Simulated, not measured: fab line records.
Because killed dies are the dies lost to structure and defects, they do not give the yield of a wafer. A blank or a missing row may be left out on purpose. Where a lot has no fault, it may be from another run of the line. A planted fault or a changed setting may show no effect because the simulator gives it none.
The tool behind it: which one? -- flow sky130 -- 13 lots, 39 wafers sampled, at 3 steps of a route of 708

== WHAT THE GAUGES SHOWED, per wafer ==
SKY_LI_CONTACT_THK_MEAS_23: measures by xrf. Usual: LI_CONTACT_W_THK gives 406 nm (standard deviation 11).
lot,measured,on,LI_CONTACT_W_THK (nm),flag
L286,day 29 16:49,film_metro-02,402 393 408,
L287,day 29 18:47,film_metro-01,413 418 409,
L288,day 30 11:36,film_metro-02,407 414 402,
L289,day 30 12:38,film_metro-03,407 408 401,
L290,day 31 03:50,film_metro-02,388 383 387,
L291,day 31 07:05,film_metro-03,412 407 412,
L294,day 32 10:20,film_metro-03,412 427 423,
L293,day 32 11:38,film_metro-02,403 420 404,
L295,day 32 22:08,film_metro-03,422 438 420,
L296,day 33 01:27,film_metro-01,409 418 399,
L300,day 34 05:39,film_metro-01,395 394 397,
L301,day 34 13:45,film_metro-02,404 402 419,
L303,day 34 17:38,film_metro-03,432 411 430,

SKY_VIA2_RS_MEAS_22: measures by four-point-probe. Usual: VIA2_W_RS gives 0.271 ohm/sq (standard deviation 0.0059).
lot,measured,on,VIA2_W_RS (ohm/sq),flag
L286,day 36 19:28,film_metro-03,0.262 0.274 0.263,
L287,day 36 22:22,film_metro-04,0.278 0.278 0.278,
L288,day 37 13:37,film_metro-04,0.274 0.272 0.272,
L289,day 37 14:32,film_metro-04,0.275 0.273 0.275,
L290,day 38 04:55,film_metro-04,0.276 0.271 0.273,
L291,day 38 07:08,film_metro-03,0.276 0.277 0.277,
L294,day 39 07:53,film_metro-04,0.279 0.273 0.276,
L293,day 39 11:31,film_metro-04,0.276 0.269 0.279,
L295,day 39 20:13,film_metro-03,0.275 0.274 0.272,
L296,day 39 21:20,film_metro-01,0.274 0.268 0.277,
L300,day 41 02:32,film_metro-01,0.270 0.272 0.278,
L301,day 41 08:42,film_metro-01,0.274 0.274 0.271,
L303,day 41 13:04,film_metro-03,0.259 0.276 0.261,

== WHICH TOOL RAN EACH LOT (tool, then ch and the chambers of the sampled wafers, then the start) ==
lot,SKY_LDD_N_IMPLANT_12
L286,"implanter-01 ch 0, day 18 07:53"
L287,"implanter-03 ch 0, day 18 07:57"
L288,"implanter-03 ch 0, day 19 02:26"
L289,"implanter-01 ch 0, day 19 02:33"
L290,"implanter-03 ch 0, day 19 23:36"
L291,"implanter-02 ch 0, day 20 05:37"
L294,"implanter-02 ch 0, day 20 21:17"
L293,"implanter-01 ch 0, day 21 00:27"
L295,"implanter-03 ch 0, day 21 23:54"
L296,"implanter-02 ch 0, day 22 05:30"
L300,"implanter-03 ch 0, day 23 11:58"
L301,"implanter-03 ch 0, day 23 22:47"
L303,"implanter-01 ch 0, day 24 04:17"
- SKY_LDD_N_IMPLANT_12

== WHAT THE TOOLS THEMSELVES READ (means of the sampled wafers that have a number; where no wafer has one, the mark that the record gives instead) ==
SKY_LDD_N_IMPLANT_12. Usual: beam_on_s 9.97 s, standard deviation 0.19; faraday_current_uA 28.3, standard deviation 0.54.
lot,tool,beam_on_s (s),faraday_current_uA,flag
L286,implanter-01,10.03,28.1,
L287,implanter-03,10.03,28.1,
L288,implanter-03,10.06,28.1,
L289,implanter-01,9.85,28.7,
L290,implanter-03,9.76,28.9,
L291,implanter-02,10.16,27.7,
L294,implanter-02,10.02,28.1,
L293,implanter-01,9.86,28.5,
L295,implanter-03,10.05,28.0,
L296,implanter-02,9.97,28.3,
L300,implanter-03,14.25,19.8,OFF
L301,implanter-03,14.10,20.1,OFF
L303,implanter-01,9.94,28.5,

== THE ANSWER, worked out from the rows above alone ==
Rule: lot off if the mean of its wafers having a number is beyond 3 standard deviations from the usual mean. Also off: a lot with no number at a reading for which 4 or more lots have one. All remaining lots with rows at the step are treated as sound. After the gauges, taken in route order, come the tools' own readings; for these a lot's mean is taken, as printed above. The first step at which some lot is off is used, and at that step the reading that is off furthest; a lot without a number counts as furthest.
Off: L300, L301 (SKY_LDD_N_IMPLANT_12, beam_on_s).
A tool fits if, at that step or a process step before it, it ran every lot that is off, and no sound lot after the first of them. One fits: SKY_LDD_N_IMPLANT_12 on implanter-03. Its last sound lot is L295 (day 21 23:54), its first lot that is off L300 (day 23 11:58): a fault that began between those two fits.
The tool's own readings at SKY_LDD_N_IMPLANT_12 bear it out: on the lots that are off they differ by more than 5 times the standard deviation of the sound lots' means. beam_on_s reads 14.18 s there against 9.98 s on the sound lots; faraday_current_uA reads 20.0 there against 28.3 on the sound lots.

== WHAT THE SIMULATOR PUT IN ==
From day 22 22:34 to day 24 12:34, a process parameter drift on implanter-03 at SKY_LDD_N_IMPLANT_12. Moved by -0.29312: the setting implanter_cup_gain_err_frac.
Lots struck among those shown: L300, L301. The same result came from the rule above.
